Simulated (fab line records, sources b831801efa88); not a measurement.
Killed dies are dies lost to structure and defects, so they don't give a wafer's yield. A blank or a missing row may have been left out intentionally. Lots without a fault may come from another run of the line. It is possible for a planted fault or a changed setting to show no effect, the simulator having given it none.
Matching of chambers    flow gf180mcu    GF_V4_ETCH_16 on rie_diel-01 has 4 sister chambers
The step etches BARC in N2/H2. 4 wafers are shown with their chamber, then 11 later ones without.

== WAFERS WITH THEIR CHAMBER ==
wafer   chamber  drypump_motor_current_A (A)
L079.4  2        6.5
L080.2  1        5.7
L080.5  3        6.3
L089.1  0        5.6

== WAFERS WITH NO CHAMBER GIVEN ==
wafer   drypump_motor_current_A (A)
L089.3  6.6
L089.6  6.3
L091.2  5.6
L091.4  5.8
L091.5  5.6
L095.1  5.6
L095.3  5.7
L095.4  6.5
L096.1  6.3
L096.3  6.5
L096.6  5.8

== WHICH CHAMBER EACH ONE RAN IN ==
wafer   from the rows above      in truth
L089.3  2                        2
L089.6  3                        3
L091.2  can't be placed: 0 or 1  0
L091.4  can't be placed: 1 or 0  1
L091.5  can't be placed: 0 or 1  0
L095.1  can't be placed: 0 or 1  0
L095.3  can't be placed: 1 or 0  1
L095.4  2                        2
L096.1  3                        3
L096.3  2                        2
L096.6  can't be placed: 1 or 0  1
Placed correctly: 5 of 11. These rows do not allow placing 6 (true chamber among the candidates in 6). Placed wrongly: 0.
How it was worked out, from the rows above alone: a wafer's distance from a chamber is the root of the sum, over the readings, of the square of ((its reading less the chamber's mean) divided by the reading's scatter). If the next closest chamber is less than 2 further off than the closest, the wafer can't be placed; otherwise it belongs to the closest. For every chamber, the mean is computed from those of its wafers that are shown. The scatter: with one shown wafer a chamber, the root of the mean of the squares of how far each hidden wafer lies from its nearest shown one.
